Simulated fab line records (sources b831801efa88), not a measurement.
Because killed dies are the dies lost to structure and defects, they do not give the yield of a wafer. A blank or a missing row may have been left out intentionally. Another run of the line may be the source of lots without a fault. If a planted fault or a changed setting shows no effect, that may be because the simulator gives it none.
A lot that was struck, set against a sound lot	flow sfq-line	24 out of 325 route steps
Sound: these wafers, L998.1, L998.3, L998.5. The struck wafers were L989.3, L989.4, L989.6. The cause comes at the end.
Per side, at each step with rows, come the tool, then ch with its chambers, and then its first start. Under that, the readings that differ: sound wafers	struck wafers	difference of the means	sigmas: that difference in standard deviations of wafers without a fault.
alike: same words and numbers on both sides, and readings whose means sit less than 2 such deviations apart. not compared: any withheld reading, any reading some wafer has no value for, any bound like >300 that may hide the same value, and any number with overlapping values for which the record gives no deviation.
Wherever a step has rows on one side only, a row that says differs or no value, or a row with sigmas, the two part there. Numbers that don't overlap but have no deviation are shown without sigmas and don't part them. A reading that every wafer of one side lacks parts them only if that side has two wafers or more.

first, 6 steps without rows for these wafers: SFQ_TRILAYER_I3_VIA_LITHO_COAT_090 (resist thk 62 nm); SFQ_TRILAYER_I3_VIA_LITHO_COAT_085 (resist thk 650 nm); SFQ_TRILAYER_I3_VIA_LITHO_SOFTBAKE_089; SFQ_TRILAYER_I3_VIA_LITHO_EXPOSE_086 (exposes mask I3, target cd 500 nm); SFQ_TRILAYER_I3_VIA_LITHO_PEB_088 (peb time 60 s); SFQ_TRILAYER_I3_VIA_LITHO_DEVELOP_087 (time 60 s).
SFQ_I3_OVL_MEAS_923:
  struck on overlay-01, day 45 01:05; sound on overlay-01, day 47 20:01
reading	sound	struck	difference	sigmas
I3_OVL (nm)	3 2 0	-8 -9 -11	-11	-2
SFQ_TRILAYER_I3_VIA_BARC_OPEN_VIA_ETCH_121: etches BARC in O2, target depth 125 nm, time 41.7 s.
  sound on rie-diel-03 ch 2,3, day 47 20:04; struck on rie-diel-02 ch 0,2,3, day 45 01:07
  alike: drypump-motor-current-A, oes-product-au
  not compared: rf-hours-counter-h
SFQ_TRILAYER_I3_VIA_ETCH_VIA_ETCH_088: etches SiO2 in CHF3, stops on Nb, target depth 260 nm.
  sound on rie-diel-03 ch 2,3, day 47 20:06; struck on rie-diel-02 ch 0,2,3, day 45 01:09
  alike: drypump-motor-current-A, oes-product-au
SFQ_TRILAYER_I3_VIA_STRIP_STRIP_089: strips in O2.
  sound on rie-metal-01 ch 0, day 47 20:13; struck on rie-metal-02 ch 0,1, day 45 01:28
  alike: drypump-motor-current-A, oes-product-au
  not compared: rf-hours-counter-h
then, 2 steps without rows for these wafers: SFQ_TRILAYER_I3_VIA_STRIP_SOLV_CLEAN_090 (cleans in NMP, time 600 s); SFQ_TRILAYER_M4_DEP_PRE_CLEAN_092 (time 22.5 s).
SFQ_TRILAYER_M4_DEP_SPUTTER_091: material Nb, target thk 200 nm, time 133.3 s.
  struck on pvd-sputter-05, day 45 02:19; sound on pvd-sputter-05, day 47 21:14
  alike: base-pressure-pa, throttle-valve-pct
SFQ_M4_RS_MEAS_924: the measuring method here is four-point-probe.
  struck on film-metro-02, day 45 02:27; sound on film-metro-04, day 47 21:19
reading	sound	struck	difference	sigmas
M4_NB_RS (ohm/sq)	0.888 0.891 0.892	0.443 0.446 0.443	-0.446	-41
then, 6 steps without rows for these wafers: SFQ_TRILAYER_M4_LITHO_COAT_098 (resist thk 62 nm); SFQ_TRILAYER_M4_LITHO_COAT_093 (resist thk 600 nm); SFQ_TRILAYER_M4_LITHO_SOFTBAKE_097; SFQ_TRILAYER_M4_LITHO_EXPOSE_094 (exposes mask M4, target cd 500 nm); SFQ_TRILAYER_M4_LITHO_PEB_096 (peb time 60 s); SFQ_TRILAYER_M4_LITHO_DEVELOP_095 (time 60 s).
-- the record jumps here: 4 days lie between the struck wafers' starts before and after --
SFQ_M4_OVL_MEAS_926:
  struck on overlay-02, day 49 11:38; sound on overlay-02, day 51 23:32
  alike: M4_OVL
SFQ_TRILAYER_M4_BARC_OPEN_METAL_ETCH_123: etches BARC in O2, target depth 125 nm, time 41.7 s.
  sound on rie-metal-04 ch 0,1, day 51 23:34; struck on rie-metal-04 ch 0,1, day 49 11:41
reading	sound	struck	difference	sigmas
oes-product-au (a.u.)	0.683 0.681 0.668	0.684 0.683 0.694	+0.010	+2
  alike: drypump-motor-current-A
  not compared: rf-hours-counter-h
SFQ_TRILAYER_M4_ETCH_METAL_ETCH_096: etches Nb in Cl2/Ar, stops on SiO2, target depth 240 nm, time 120 s.
  sound on rie-metal-04 ch 0,1, day 51 23:37; struck on rie-metal-04 ch 0,1, day 49 11:46
reading	sound	struck	difference	sigmas
oes-product-au (a.u.)	0.892 0.884 0.902	0.994 1.004 0.994	+0.105	+13
model.etch.depth-nm (nm)	200.1 199.7 199.4	241.6 243.6 240.9	+42.3	
model.M4.feature-depth-nm (nm)	200.1 199.7 199.4	241.6 243.6 240.9	+42.3	
  alike: drypump-motor-current-A
  not compared: rf-hours-counter-h
SFQ_TRILAYER_M4_STRIP_STRIP_097: strips in O2.
  sound on rie-metal-04 ch 0,1, day 51 23:45; struck on rie-metal-04 ch 0,1, day 49 12:03
  alike: drypump-motor-current-A, oes-product-au
  not compared: rf-hours-counter-h

## WHERE THEY PART
Last at SFQ_TRILAYER_M4_ETCH_METAL_ETCH_096 as far as this record goes, first at SFQ_I3_OVL_MEAS_923. Later steps at which nothing parts them and some readings are alike: SFQ_TRILAYER_M4_STRIP_STRIP_097.

WHY: what had been put in by the simulator
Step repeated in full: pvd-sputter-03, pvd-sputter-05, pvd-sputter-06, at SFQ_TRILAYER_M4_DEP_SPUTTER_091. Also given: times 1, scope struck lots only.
